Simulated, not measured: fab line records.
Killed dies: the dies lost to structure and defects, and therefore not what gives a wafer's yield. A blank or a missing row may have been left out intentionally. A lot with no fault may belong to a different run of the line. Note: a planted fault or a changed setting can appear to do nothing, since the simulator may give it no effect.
Chamber matching + flow sky130 + 4 sister chambers for SKY_FIELD_ISO_CMP_27 on cmp-02
The step polishes, stops on Si3N4, t overpolish 16 s, target thk 457.8 nm. 8 wafers are shown with their chamber, then 7 later ones without.

WAFERS PAIRED WITH THEIR CHAMBERS
| wafer  | chamber | motor_current_A (A) | time_to_endpoint_s (s) |
|--------|---------|---------------------|------------------------|
| L670.6 | 1       | 13.0                | 113                    |
| L671.2 | 2       | 12.1                | 112                    |
| L671.6 | 0       | 9.1                 | 110                    |
| L672.1 | 2       | 11.4                | 116                    |
| L672.4 | 0       | 9.4                 | 114                    |
| L672.6 | 3       | 14.7                | 109                    |
| L675.3 | 1       | 12.7                | 117                    |
| L675.4 | 3       | 15.6                | 114                    |

WAFERS WITHOUT THEIR CHAMBER
| wafer  | motor_current_A (A) | time_to_endpoint_s (s) |
|--------|---------------------|------------------------|
| L675.6 | 11.9                | 116                    |
| L683.2 | 14.7                | 120                    |
| L683.3 | 11.7                | 117                    |
| L683.6 | 14.4                | 115                    |
| L689.1 | 12.7                | 116                    |
| L689.4 | 14.8                | 112                    |
| L689.6 | 13.2                | 116                    |

WHICH CHAMBER EACH ONE RAN IN
| wafer  | from the rows above     | in truth |
|--------|-------------------------|----------|
| L675.6 | can't be placed: 2 or 1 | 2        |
| L683.2 | can't be placed: 3 or 1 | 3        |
| L683.3 | can't be placed: 2 or 1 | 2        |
| L683.6 | can't be placed: 3 or 1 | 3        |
| L689.1 | can't be placed: 1 or 2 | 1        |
| L689.4 | 3                       | 3        |
| L689.6 | 1                       | 1        |
Correctly placed: 2 of 7. From these rows, 5 cannot be placed; in 5 the true chamber is one of the candidates. Placed wrongly: 0.
How it was worked out, from the rows above alone: a wafer's distance from a chamber is the root of the sum, over the readings, of the square of ((its reading less the chamber's mean) divided by the reading's scatter). If the next closest chamber is less than 2 further off than the closest, the wafer can't be placed; otherwise it belongs to the closest. A chamber's mean is the mean of its shown wafers. How the scatter is found: for the shown wafers, subtract from each reading the mean of its chamber, square and add these, divide the total by (wafers less chambers), then take the root.
